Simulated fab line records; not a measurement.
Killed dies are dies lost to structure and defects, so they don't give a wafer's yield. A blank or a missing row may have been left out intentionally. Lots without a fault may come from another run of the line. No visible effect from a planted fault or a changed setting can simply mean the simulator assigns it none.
Comparing a struck lot with a sound one    flow sky130    15 steps out of a route of 708
Sound: the wafers L137.1, L137.2, L137.6. The struck wafers were L128.1, L128.5, L128.6. The cause is named last.
Per side, at each step with rows, come the tool, then ch with its chambers, and then its first start. Under that, the readings that differ: sound wafers    struck wafers    difference of the means    sigmas: that difference in standard deviations of wafers without a fault.
alike: readings with means less than 2 such deviations apart, plus words and numbers identical on both sides. not compared: withheld readings, readings lacking a value on some wafer, bounds such as >300 that could conceal the same value, and numbers that have no deviation in the record and whose values overlap.
The two part at a step that has a row with sigmas, a row that says differs or no value, or rows on one side only. Numbers that don't overlap but have no deviation are shown without sigmas and don't part them. A reading that every wafer of one side lacks parts them only if that side has two wafers or more.

first, 7 steps without rows for these wafers: SKY_METAL3_HMDS_06 (prime time 60 s); SKY_METAL3_COAT_07 (resist thk 60 nm); SKY_METAL3_COAT_08 (resist thk 1140 nm); SKY_METAL3_SOFTBAKE_09 (time 90 s); SKY_METAL3_EXPOSE_10 (exposes mask MM3, target cd 300 nm); SKY_METAL3_PEB_11; SKY_METAL3_DEVELOP_12 (develop time 60 s).
SKY_METAL3_CD_MEAS_13 targets a cd of 300 nm.
  sound: cdSem-01 at day 44 14:40; struck: cdSem-01 at day 42 05:16
  alike: cdNm
SKY_METAL3_OVL_MEAS_14:
  sound: overlay-02 at day 44 14:47; struck: overlay-01 at day 42 05:23
  alike: METAL3_OVL
SKY_METAL3_DESCUM_15: chemistry O2, time 8 s.
  sound on rieMetal-03 ch 0,1, day 44 14:49; struck on rieMetal-04 ch 0,1, day 42 05:25
  alike: drypumpMotorCurrentA, oesProductAu
  not compared: rfHoursCounterH
SKY_METAL3_ETCH_16: etches BARC in N2/H2, stops on SiO2, time 88.2 s, target depth 60 nm.
  sound on rieMetal-03 ch 0,1, day 44 14:52; struck on rieMetal-04 ch 0,1, day 42 05:27
  alike: biasW, chamberPressureMTorr, drypumpMotorCurrentA, oesProductAu, throttleValvePct
  not compared: rfHoursCounterH
SKY_METAL3_ETCH_17: etches SiO2 in C4F8/O2/Ar, stops on TiN, time 3.9 s, target depth 15 nm.
  sound on rieDiel-04 ch 0,1,3, day 44 14:57; struck on rieDiel-03 ch 2,3, day 42 05:33
  alike: biasW, chamberPressureMTorr, oesProductAu
SKY_METAL3_METAL_ETCH_18: etches the open film in Cl2/BCl3, stops on SiO2, target depth 845 nm, time 183.1 s.
  sound on rieMetal-01 ch 0,1, day 44 14:58; struck on rieMetal-01 ch 0,1, day 42 05:34
  no value came back on the struck wafers for any of 5 readings (bcl3FlowSccm (sccm), biasW (W) and others); on the sound wafers bcl3FlowSccm (sccm) reads 29.88 29.92 29.96
reading                                       sound              struck             difference  sigmas
model.KrF-thick_of_METAL3_COAT_08.thkNm (nm)  537.7 526.3 534.4  1075 1076 1074     +542        
model.SiO2_of_VIA2_HDPCVD_00.thkNm (nm)       465 463.6 465.9    490.8 489.6 489.7  +25.2       
  not compared: rfHoursCounterH
SKY_METAL3_STRIP_19: strips in O2/N2.
  sound on plasmaAsher-04 ch 0,1, day 44 15:09; struck on plasmaAsher-04 ch 0,1, day 42 05:45
reading                   sound              struck             difference  sigmas
oesProductAu (a.u.)       0.506 0.496 0.512  0.714 0.714 0.715  +0.210      +41
stripTimeToEndpointS (s)  6.62 6.53 6.61     11.85 11.83 11.84  +5.25       +88
  alike: drypumpMotorCurrentA
  not compared: rfHoursCounterH
then, 1 step without rows for these wafers: SKY_METAL3_STRIP_20 (strips in post etch residue remover, time 1200 s).

WHERE THEY PART
First at SKY_METAL3_METAL_ETCH_18; last, within this record, at SKY_METAL3_STRIP_19.

WHY: the cause the simulator had injected
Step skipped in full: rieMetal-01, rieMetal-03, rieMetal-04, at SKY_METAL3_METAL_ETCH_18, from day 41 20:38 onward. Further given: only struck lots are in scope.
